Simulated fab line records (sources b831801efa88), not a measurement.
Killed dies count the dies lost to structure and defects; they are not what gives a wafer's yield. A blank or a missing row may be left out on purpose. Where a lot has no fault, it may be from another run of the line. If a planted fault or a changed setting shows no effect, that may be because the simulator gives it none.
fab line records + flow sfqLine
[record]
- lots = 13
- wafers = 39
- lastDay = 85
route steps=325 shown I4@173 JJ@192 R5@213
lots that met no fault: taken from a fault-free run of the same line
startH: start of the lot's first displayed wafer, in hours after the record's first day + waitH: hours from the lot's prior step to this one + " same as the row above + L1.1+2: several wafers, shown together as one row + - value missing, or start not given + * or withheld: withheld + < > ~ a bound
route shown NAME@n: a module of which the file shows steps, and the number in the route of the first + usual: mean and standard deviation over wafers with no fault + same: alike in all rows + chamber/n: place in a boat + sites: the reading at each site + _std_site: their standard deviation + _edge_site: inner sites' mean taken away from outer sites' mean + radiusMm: how far each site lies from the wafer's centre + mask NAME#n: copy n + behind: the most recent tool/chamber to have shaped the wafer + hold: what put the lot on hold/how long, in hours/how the hold closed + device: transistor that didn't switch, given as n, p or np + end of line: tests run on the same wafers once the route is complete + a step with no rows: only its recipe + killed: the dies lost at the first sort to structure and to defects; this is not the yield of the wafer + map: shows each die of a wafer: x if killed, . if not, _ if none is there
set.NAME: the setting the step ran with; set.NAME@STEP: the setting that earlier step ran with + model.NAME: the simulator's own value behind a step, which no gauge read
one table for each step of the route and one row for each wafer, over a sample of lots
services: when a tool's chamber went out of use (startH, in hours from the record's first day, below 0 if earlier), for how many hours, and the reason
[[steps]]
[step SFQ_I4_OVL_MEAS_928]
[usual]
- I4_OVL = 0/4.7
| lot.wafer | tool       | chamber | startH  | waitH | I4_OVL[nm] |
|-----------|------------|---------|---------|-------|------------|
| L406.1    | overlay-01 | -       | 1184.54 | 0.1   | 4          |
| L406.2    | "          | -       | "       | "     | 10         |
| L406.6    | "          | -       | "       | "     | 7          |
| L407.2    | overlay-01 | -       | 1189.35 | 0.1   | 0          |
| L407.3    | "          | -       | "       | "     | 1          |
| L407.4    | "          | -       | "       | "     | 5          |
| L408.3    | overlay-02 | -       | 1191.63 | 0.1   | -4         |
| L408.5    | "          | -       | "       | "     | -7         |
| L408.6    | "          | -       | "       | "     | -1         |
| L410.2    | overlay-02 | -       | 1240.65 | 0.1   | -5         |
| L410.4    | "          | -       | "       | "     | -4         |
| L410.6    | "          | -       | "       | "     | -2         |
| L411.4    | overlay-02 | -       | 1241.86 | 0.1   | 1          |
| L411.5    | "          | -       | "       | "     | 0          |
| L411.6    | "          | -       | "       | "     | -1         |
| L413.1    | overlay-02 | -       | 1245.44 | 0.1   | -7         |
| L413.2    | "          | -       | "       | "     | -4         |
| L413.5    | "          | -       | "       | "     | -4         |
| L415.2    | overlay-02 | -       | 1256.25 | 0.1   | -9         |
| L415.4    | "          | -       | "       | "     | -5         |
| L415.6    | "          | -       | "       | "     | 0          |
| L416.3    | overlay-01 | -       | 1268.40 | 0.1   | -5         |
| L416.4    | "          | -       | "       | "     | -1         |
| L416.5    | "          | -       | "       | "     | -3         |
| L417.3    | overlay-01 | -       | 1275.36 | 0.1   | -2         |
| L417.5    | "          | -       | "       | "     | -7         |
| L417.6    | "          | -       | "       | "     | -7         |
| L418.1    | overlay-02 | -       | 1277.88 | 0.1   | 3          |
| L418.4    | "          | -       | "       | "     | 1          |
| L418.6    | "          | -       | "       | "     | 1          |
| L420.2    | overlay-01 | -       | 1285.98 | 0.1   | 0          |
| L420.5    | "          | -       | "       | "     | 2          |
| L420.6    | "          | -       | "       | "     | 3          |
| L424.4    | overlay-02 | -       | 1302.32 | 0.1   | 3          |
| L424.5    | "          | -       | "       | "     | 7          |
| L424.6    | "          | -       | "       | "     | 6          |
| L428.4    | overlay-01 | -       | 1320.71 | 0.1   | 0          |
| L428.5    | "          | -       | "       | "     | -1         |
| L428.6    | "          | -       | "       | "     | -4         |
[step SFQ_TRILAYER_JJ_CE_METRO_MEASURE_117]
[usual]
- cdNm = 700.3/1.5
| lot.wafer | tool     | chamber | startH  | waitH | cdNm  |
|-----------|----------|---------|---------|-------|-------|
| L406.1    | cdSem-01 | -       | 1195.05 | 0.0   | 702.9 |
| L406.2    | "        | -       | "       | "     | 702.1 |
| L406.6    | "        | -       | "       | "     | 702.6 |
| L407.2    | cdSem-02 | -       | 1196.45 | 0.2   | 702.7 |
| L407.3    | "        | -       | "       | "     | 700.6 |
| L407.4    | "        | -       | "       | "     | 702.3 |
| L408.3    | cdSem-01 | -       | 1200.25 | 0.4   | 698.6 |
| L408.5    | "        | -       | "       | "     | 697.9 |
| L408.6    | "        | -       | "       | "     | 697.9 |
| L410.2    | cdSem-01 | -       | 1249.28 | 0.2   | 700.6 |
| L410.4    | "        | -       | "       | "     | 700.1 |
| L410.6    | "        | -       | "       | "     | 699.7 |
| L411.4    | cdSem-02 | -       | 1250.88 | 0.6   | 698.6 |
| L411.5    | "        | -       | "       | "     | 698.1 |
| L411.6    | "        | -       | "       | "     | 698.9 |
| L413.1    | cdSem-02 | -       | 1252.68 | 0.0   | 698.8 |
| L413.2    | "        | -       | "       | "     | 698.8 |
| L413.5    | "        | -       | "       | "     | 699.2 |
| L415.2    | cdSem-02 | -       | 1261.07 | 0.2   | 699.2 |
| L415.4    | "        | -       | "       | "     | 698.1 |
| L415.6    | "        | -       | "       | "     | 699.8 |
| L416.3    | cdSem-01 | -       | 1273.43 | 0.4   | 702.1 |
| L416.4    | "        | -       | "       | "     | 701.7 |
| L416.5    | "        | -       | "       | "     | 701.8 |
| L417.3    | cdSem-02 | -       | 1284.01 | 0.4   | 699.1 |
| L417.5    | "        | -       | "       | "     | 698.3 |
| L417.6    | "        | -       | "       | "     | 699.3 |
| L418.1    | cdSem-01 | -       | 1284.81 | 0.0   | 700.8 |
| L418.4    | "        | -       | "       | "     | 699.9 |
| L418.6    | "        | -       | "       | "     | 701.5 |
| L420.2    | cdSem-01 | -       | 1292.21 | 0.2   | 700.0 |
| L420.5    | "        | -       | "       | "     | 698.5 |
| L420.6    | "        | -       | "       | "     | 699.2 |
| L424.4    | cdSem-01 | -       | 1307.74 | 0.6   | 700.3 |
| L424.5    | "        | -       | "       | "     | 700.0 |
| L424.6    | "        | -       | "       | "     | 700.0 |
| L428.4    | cdSem-01 | -       | 1333.33 | 0.6   | 703.6 |
| L428.5    | "        | -       | "       | "     | 702.6 |
| L428.6    | "        | -       | "       | "     | 703.7 |
[step SFQ_TRILAYER_R5_DEP_SPUTTER_133]
[recipe]
- material = MoNx
- basePressurePa = 1.33e-06
- targetThkNm = 40
- powerW = 1000
- timeS = 66.7
- chamberPressurePa = 0.4
[usual]
- cathodeDcPowerW = 1000.0/0.17
- throttleValvePct = 30.0/1.3
| lot.wafer | tool          | chamber | startH  | waitH | cathodeDcPowerW | throttleValvePct |
|-----------|---------------|---------|---------|-------|-----------------|------------------|
| L406.1    | pvdSputter-05 | -       | 1220.23 | 0.0   | 1000.2          | 30.4             |
| L406.2    | "             | -       | "       | "     | 1000.2          | 30.6             |
| L406.6    | "             | -       | "       | "     | 1000.1          | 30.7             |
| L407.2    | pvdSputter-04 | -       | 1221.50 | 0.0   | 1000.1          | 28.5             |
| L407.3    | "             | -       | "       | "     | 999.93          | 29.7             |
| L407.4    | "             | -       | "       | "     | 1000.0          | 32.0             |
| L408.3    | pvdSputter-05 | -       | 1223.23 | 0.0   | 999.84          | 28.7             |
| L408.5    | "             | -       | "       | "     | 1000.6          | 28.5             |
| L408.6    | "             | -       | "       | "     | 1000.2          | 30.7             |
| L410.2    | pvdSputter-05 | -       | 1382.14 | 0.0   | 1000.1          | 30.9             |
| L410.4    | "             | -       | "       | "     | 1000.1          | 28.5             |
| L410.6    | "             | -       | "       | "     | 1000.1          | 30.8             |
| L411.4    | pvdSputter-06 | -       | 1383.57 | 0.0   | 1000.0          | 30.7             |
| L411.5    | "             | -       | "       | "     | 1000.0          | 30.7             |
| L411.6    | "             | -       | "       | "     | 1000.1          | 30.9             |
| L413.1    | pvdSputter-06 | -       | 1390.54 | 0.0   | 1000.3          | 30.8             |
| L413.2    | "             | -       | "       | "     | 999.95          | 28.7             |
| L413.5    | "             | -       | "       | "     | 1000.1          | 30.8             |
| L415.2    | pvdSputter-05 | -       | 1399.12 | 0.0   | 1000.1          | 30.8             |
| L415.4    | "             | -       | "       | "     | 999.94          | 28.4             |
| L415.6    | "             | -       | "       | "     | 999.96          | 30.9             |
| L416.3    | pvdSputter-06 | -       | 1403.92 | 0.0   | 1000.1          | 27.5             |
| L416.4    | "             | -       | "       | "     | 1000.3          | 28.9             |
| L416.5    | "             | -       | "       | "     | 1000.1          | 30.7             |
| L417.3    | pvdSputter-05 | -       | 1412.27 | 0.0   | 999.78          | 28.6             |
| L417.5    | "             | -       | "       | "     | 999.89          | 28.4             |
| L417.6    | "             | -       | "       | "     | 999.97          | 30.6             |
| L418.1    | pvdSputter-06 | -       | 1414.67 | 0.0   | 1039.0          | 31.0             |
| L418.4    | "             | -       | "       | "     | 999.51          | 28.5             |
| L418.6    | "             | -       | "       | "     | 999.91          | 28.8             |
| L420.2    | pvdSputter-05 | -       | 1421.87 | 0.0   | 999.95          | 30.7             |
| L420.5    | "             | -       | "       | "     | 1000.1          | 28.5             |
| L420.6    | "             | -       | "       | "     | 1000.0          | 30.6             |
| L424.4    | pvdSputter-04 | -       | 1430.78 | 0.0   | 1000.2          | 28.6             |
| L424.5    | "             | -       | "       | "     | 1000.1          | 31.8             |
| L424.6    | "             | -       | "       | "     | 1000.0          | 30.0             |
| L428.4    | pvdSputter-05 | -       | 1461.24 | 0.0   | 1000.2          | 30.6             |
| L428.5    | "             | -       | "       | "     | 999.92          | 30.7             |
| L428.6    | "             | -       | "       | "     | 1000.0          | 30.9             |
[step SFQ_TRILAYER_R5_STRIP_STRIP_140]
[recipe]
- gas = O2
- powerW = 200
- platenTempC = 40
- overashFraction = 0.65
- chemistry = O2
- pressureMtorr = 50
[usual]
- drypumpMotorCurrentA = 5.9/0.45
- oesProductAu = 0.992/0.0091
| lot.wafer | tool        | chamber | startH  | waitH | drypumpMotorCurrentA | oesProductAu | rfHoursCounterH |
|-----------|-------------|---------|---------|-------|----------------------|--------------|-----------------|
| L406.1    | rieMetal-04 | 0       | 1349.65 | 0.0   | 5.8                  | 1.003        | 128             |
| L406.2    | "           | 1       | "       | "     | 5.5                  | 1.006        | 104             |
| L406.6    | "           | 1       | "       | "     | 5.5                  | 1.007        | -               |
| L407.2    | rieMetal-02 | 1       | 1352.05 | 0.0   | 5.4                  | 0.983        | 4               |
| L407.3    | "           | 1       | "       | "     | 5.4                  | 0.981        | -               |
| L407.4    | "           | 0       | "       | "     | 6.7                  | 0.983        | -               |
| L408.3    | rieMetal-01 | 1       | 1353.45 | 0.2   | 6.2                  | 0.986        | -               |
| L408.5    | "           | 1       | "       | "     | 6.2                  | 0.988        | -               |
| L408.6    | "           | 0       | "       | "     | 6.0                  | 0.993        | -               |
| L410.2    | rieMetal-02 | 1       | 1499.90 | 0.0   | 5.4                  | 0.984        | 22              |
| L410.4    | "           | 0       | "       | "     | 6.7                  | 0.992        | -               |
| L410.6    | "           | 1       | "       | "     | 5.4                  | 0.985        | -               |
| L411.4    | rieMetal-04 | 1       | 1501.30 | 0.2   | 5.5                  | 0.975        | -               |
| L411.5    | "           | 0       | "       | "     | 5.8                  | 0.973        | -               |
| L411.6    | "           | 1       | "       | "     | 5.5                  | 0.983        | -               |
| L413.1    | rieMetal-04 | 1       | 1505.90 | 0.0   | 5.5                  | 0.995        | 127             |
| L413.2    | "           | 0       | "       | "     | 5.8                  | 0.990        | 9               |
| L413.5    | "           | 1       | "       | "     | 5.5                  | 0.995        | -               |
| L415.2    | rieMetal-02 | 0       | 1513.10 | 0.0   | 6.7                  | 1.000        | 31              |
| L415.4    | "           | 1       | "       | "     | 5.4                  | 0.980        | -               |
| L415.6    | "           | 0       | "       | "     | 6.7                  | 0.994        | -               |
| L416.3    | rieMetal-01 | 1       | 1516.90 | 0.2   | 6.2                  | 0.992        | -               |
| L416.4    | "           | 0       | "       | "     | 5.9                  | 0.994        | -               |
| L416.5    | "           | 1       | "       | "     | 6.1                  | 0.997        | -               |
| L417.3    | rieMetal-04 | 1       | 1522.90 | 0.2   | 5.5                  | 0.989        | -               |
| L417.5    | "           | 0       | "       | "     | 5.8                  | 0.996        | -               |
| L417.6    | "           | 1       | "       | "     | 5.5                  | 0.991        | -               |
| L418.1    | rieMetal-02 | 1       | 1523.90 | 0.0   | 5.4                  | 0.972        | 25              |
| L418.4    | "           | 1       | "       | "     | 5.4                  | 0.981        | -               |
| L418.6    | "           | 0       | "       | "     | 6.7                  | 0.982        | -               |
| L420.2    | rieMetal-04 | 1       | 1533.62 | 0.0   | 5.5                  | 0.972        | 130             |
| L420.5    | "           | 0       | "       | "     | 5.8                  | 0.984        | -               |
| L420.6    | "           | 1       | "       | "     | 5.5                  | 0.986        | -               |
| L424.4    | rieMetal-01 | 0       | 1542.22 | 0.2   | 5.9                  | 0.999        | -               |
| L424.5    | "           | 1       | "       | "     | 6.2                  | 1.004        | -               |
| L424.6    | "           | 0       | "       | "     | 5.9                  | 1.002        | -               |
| L428.4    | rieMetal-04 | 1       | 1563.82 | 0.2   | 5.5                  | 0.991        | -               |
| L428.5    | "           | 1       | "       | "     | 5.5                  | 0.993        | -               |
| L428.6    | "           | 0       | "       | "     | 5.8                  | 0.990        | -               |
[[services]]
| tool          | chamber | startH  | hours | kind   |
|---------------|---------|---------|-------|--------|
| pvdSputter-06 | -       | 1174.37 | 2.2   | repair |
| cdSem-01      | -       | 1175.90 | 0.5   | pm     |
| rieMetal-04   | -       | 1200.38 | 0.2   | repair |
| cdSem-01      | -       | 1213.23 | 1.3   | pm     |
| cdSem-02      | -       | 1223.84 | 0.3   | pm     |
| cdSem-01      | -       | 1226.46 | 0.9   | pm     |
| cdSem-01      | -       | 1243.60 | 1.1   | repair |
| cdSem-01      | -       | 1311.91 | 0.5   | pm     |
| pvdSputter-05 | -       | 1313.57 | 5.8   | repair |
| cdSem-02      | -       | 1318.48 | 1.1   | pm     |
| cdSem-02      | -       | 1331.58 | 1.5   | pm     |
| cdSem-02      | -       | 1335.05 | 3.4   | pm     |
| cdSem-01      | -       | 1343.90 | 6.3   | pm     |
| pvdSputter-06 | -       | 1350.07 | 1.0   | repair |
| rieMetal-04   | -       | 1351.83 | 2.8   | pm     |
| cdSem-01      | -       | 1359.90 | 1.0   | pm     |
| cdSem-02      | -       | 1407.84 | 0.3   | pm     |
| cdSem-01      | -       | 1410.46 | 1.1   | pm     |
| cdSem-02      | -       | 1461.96 | 6.6   | repair |
| cdSem-01      | -       | 1483.23 | 2.7   | pm     |
| cdSem-01      | -       | 1495.91 | 2.9   | pm     |
| cdSem-02      | -       | 1515.58 | 0.5   | pm     |
| cdSem-02      | -       | 1519.05 | 1.0   | pm     |
| cdSem-01      | -       | 1543.90 | 0.5   | pm     |
[[key]]
[firstSign]
- step = SFQ_TRILAYER_R5_DEP_SPUTTER_133
- reading = cathodeDcPowerW
- direction = up
- sigmas = 99+
- usual = 1000.0
- struck = 1039.0
effect none on later readings
metAt SFQ_TRILAYER_R5_DEP_SPUTTER_133
struckLots L418
struckWafers L418.1
notActingAt SFQ_I4_OVL_MEAS_928,SFQ_TRILAYER_JJ_CE_METRO_MEASURE_117,SFQ_TRILAYER_R5_STRIP_STRIP_140
onsetBetween 1403.92 1414.67
[fault]
- kind = processParameterDrift
- tool = pvdSputter-06
- chamber = -
- onsetH = 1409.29
- steps = SFQ_TRILAYER_R5_DEP_SPUTTER_133
- channel = powerW
- offset = 39.12
- shape = step
- endH = 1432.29
- actsIn = theseRecipesOnly
- stated = 1000
- scope = struckWafersOnly
